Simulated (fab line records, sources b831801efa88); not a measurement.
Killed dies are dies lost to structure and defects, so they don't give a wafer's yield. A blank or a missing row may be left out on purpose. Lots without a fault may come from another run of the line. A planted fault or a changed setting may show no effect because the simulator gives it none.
Chamber matching | flow sky130 | SKY_LI_CONTACT_CMP_24 on cmp-01: 4 sister chambers
The step polishes, stops on PSG, t overpolish 20 s, target thk 0 nm. 8 wafers are shown with their chamber, then 7 later ones without.

WAFERS WITH THEIR CHAMBER
wafer  | chamber | motor_current_A (A) | head_pressure_psi (psi)
L833.6 | 1       | 12.8                | 3.505
L834.1 | 0       | 10.3                | 3.497
L834.4 | 1       | 12.9                | 3.497
L837.1 | 2       | 10.5                | 3.498
L837.2 | 0       | 11.0                | 3.490
L837.5 | 3       | 11.0                | 3.487
L839.2 | 2       | 11.3                | 3.497
L839.3 | 3       | 10.9                | 3.505

WAFERS WITHOUT THEIR CHAMBER
wafer  | motor_current_A (A) | head_pressure_psi (psi)
L839.5 | 10.9                | 3.511
L846.2 | 9.8                 | 3.498
L846.4 | 10.9                | 3.495
L846.6 | 9.7                 | 3.507
L850.2 | 9.9                 | 3.500
L850.5 | 10.5                | 3.505
L850.6 | 12.5                | 3.500

WHICH CHAMBER EACH WENT THROUGH
wafer  | from the rows above          | in truth
L839.5 | can't be placed: 2 or 3 or 0 | 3
L846.2 | can't be placed: 0 or 2 or 3 | 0
L846.4 | can't be placed: 3 or 2 or 0 | 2
L846.6 | can't be placed: 0 or 2 or 3 | 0
L850.2 | can't be placed: 0 or 2 or 3 | 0
L850.5 | can't be placed: 2 or 0 or 3 | 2
L850.6 | 1                            | 1
Placed correctly: 1 of 7. Can't be placed from these rows: 6 (the true chamber is among the candidates in 6). Placed wrongly: 0.
How it was worked out, from the rows above alone: a wafer's distance from a chamber is the root of the sum, over the readings, of the square of ((its reading less the chamber's mean) divided by the reading's scatter). The wafer belongs to the nearest chamber; if the next one is less than 2 further off, it can't be placed. A chamber's mean is the mean of its shown wafers. The scatter: the root of (the sum of the squares of (reading less its chamber's mean) over the shown wafers, divided by (wafers less chambers)).
